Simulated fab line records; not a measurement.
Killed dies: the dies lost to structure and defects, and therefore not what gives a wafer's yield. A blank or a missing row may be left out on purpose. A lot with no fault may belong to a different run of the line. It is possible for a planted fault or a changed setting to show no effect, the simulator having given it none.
Which tool is to blame? / flow gf180mcu / 41 wafers from 14 lots sampled at 2 of the route's 602 steps

## WHAT EACH GAUGE READ, for each wafer
GF_SALICIDE_RS_MEAS_04: the measuring method here is four-point-probe.
lot=L526; measured=day 15 08:49; on=film metro-03; SALICIDE_TIN_RS (ohm/sq)=16.23 16.04 15.85
lot=L527; measured=day 15 22:38; on=film metro-02; SALICIDE_TIN_RS (ohm/sq)=16.52 15.96 16.46
lot=L528; measured=day 16 10:34; on=film metro-02; SALICIDE_TIN_RS (ohm/sq)=16.12 16.43 16.15
lot=L530; measured=day 16 23:23; on=film metro-02; SALICIDE_TIN_RS (ohm/sq)=16.13 16.74 16.55
lot=L532; measured=day 17 14:41; on=film metro-02; SALICIDE_TIN_RS (ohm/sq)=15.69 15.63 15.81
lot=L539; measured=day 19 20:34; on=film metro-03; SALICIDE_TIN_RS (ohm/sq)=16.43 16.20 16.46
lot=L540; measured=day 20 04:43; on=film metro-01; SALICIDE_TIN_RS (ohm/sq)=16.57 16.48 16.16
lot=L541; measured=day 20 16:27; on=film metro-01; SALICIDE_TIN_RS (ohm/sq)=16.71 16.88 16.50
lot=L542; measured=day 21 03:04; on=film metro-03; SALICIDE_TIN_RS (ohm/sq)=16.06 16.19 16.13
lot=L543; measured=day 21 09:29; on=film metro-02; SALICIDE_TIN_RS (ohm/sq)=16.10 15.93 16.14
lot=L544; measured=day 21 13:18; on=film metro-03; SALICIDE_TIN_RS (ohm/sq)=16.35 16.67 16.36
lot=L545; measured=day 22 00:57; on=film metro-03; SALICIDE_TIN_RS (ohm/sq)=16.88 16.73 16.43
lot=L548; measured=day 22 15:22; on=film metro-03; SALICIDE_TIN_RS (ohm/sq)=16.35 16.80
lot=L549; measured=day 22 16:22; on=film metro-03; SALICIDE_TIN_RS (ohm/sq)=16.21 16.34 15.95

## EACH LOT AND THE TOOL THAT RAN IT (in order: tool; ch and the chambers of the sampled wafers; start)
lot=L526; GF_SAB_WET_ETCH_12=wet bench-01 ch 2, day 15 08:25
lot=L527; GF_SAB_WET_ETCH_12=wet bench-01 ch 0, day 15 22:16
lot=L528; GF_SAB_WET_ETCH_12=wet bench-01 ch 1, day 16 10:11
lot=L530; GF_SAB_WET_ETCH_12=wet bench-01 ch 1, day 16 23:01
lot=L532; GF_SAB_WET_ETCH_12=wet bench-02 ch 3, day 17 14:13
lot=L539; GF_SAB_WET_ETCH_12=wet bench-02 ch 3, day 19 20:08
lot=L540; GF_SAB_WET_ETCH_12=wet bench-01 ch 3, day 20 04:20
lot=L541; GF_SAB_WET_ETCH_12=wet bench-01 ch 3, day 20 16:04
lot=L542; GF_SAB_WET_ETCH_12=wet bench-02 ch 3, day 21 02:38
lot=L543; GF_SAB_WET_ETCH_12=wet bench-02 ch 2, day 21 09:07
lot=L544; GF_SAB_WET_ETCH_12=wet bench-02 ch 3, day 21 12:54
lot=L545; GF_SAB_WET_ETCH_12=wet bench-03 ch 0, day 22 00:30
lot=L548; GF_SAB_WET_ETCH_12=wet bench-03 ch 2, day 22 15:00
lot=L549; GF_SAB_WET_ETCH_12=wet bench-01 ch 3, day 22 15:56
- GF_SAB_WET_ETCH_12: etches SiO2 in dHF, target depth 22 nm, time 440 s.

## AS READ BY THE TOOLS THEMSELVES (means over the sampled wafers that have a number; for cases with no such wafer, the mark the record gives instead)
GF_SAB_WET_ETCH_12.
lot=L526; tool=wet bench-01; run length s (s)=465
lot=L527; tool=wet bench-01; run length s (s)=468
lot=L528; tool=wet bench-01; run length s (s)=338
lot=L530; tool=wet bench-01; run length s (s)=331
lot=L532; tool=wet bench-02; run length s (s)=467
lot=L539; tool=wet bench-02; run length s (s)=467
lot=L540; tool=wet bench-01; run length s (s)=473
lot=L541; tool=wet bench-01; run length s (s)=466
lot=L542; tool=wet bench-02; run length s (s)=466
lot=L543; tool=wet bench-02; run length s (s)=467
lot=L544; tool=wet bench-02; run length s (s)=466
lot=L545; tool=wet bench-03; run length s (s)=473
lot=L548; tool=wet bench-03; run length s (s)=466
lot=L549; tool=wet bench-01; run length s (s)=465

## THE ANSWER, worked out from the rows above alone
Rule: the usual values come from the lots themselves. Put in order of their means at a reading, lots are off if they are a third of the lots or fewer, leave a main group of 4 or more, and stand apart from it by a gap of 3 or more times the standard deviation of the main group's means; of several such gaps the widest counts. A main group is skipped when, at the precision printed for the reading in the tables above, its means are all equal. A lot without any number at a reading at which 4 lots or more have one is off too. Where the step has rows for the other lots, those lots are counted as sound. Order of review: gauges by route order, followed by the tools' own readings, for which a lot's mean as printed above is used. At the first step where some lot is off, the reading lying furthest off is the one used; lots without a number count as furthest.
Off at GF_SAB_WET_ETCH_12 (run length s): L528, L530. For the main group the mean is 467 s and the standard deviation 2.6.
A tool fits if, at that step or a process step before it, it ran every lot that is off, and no sound lot after the first of them. Of those tried, none fits.

## WHAT THE SIMULATOR PUT IN
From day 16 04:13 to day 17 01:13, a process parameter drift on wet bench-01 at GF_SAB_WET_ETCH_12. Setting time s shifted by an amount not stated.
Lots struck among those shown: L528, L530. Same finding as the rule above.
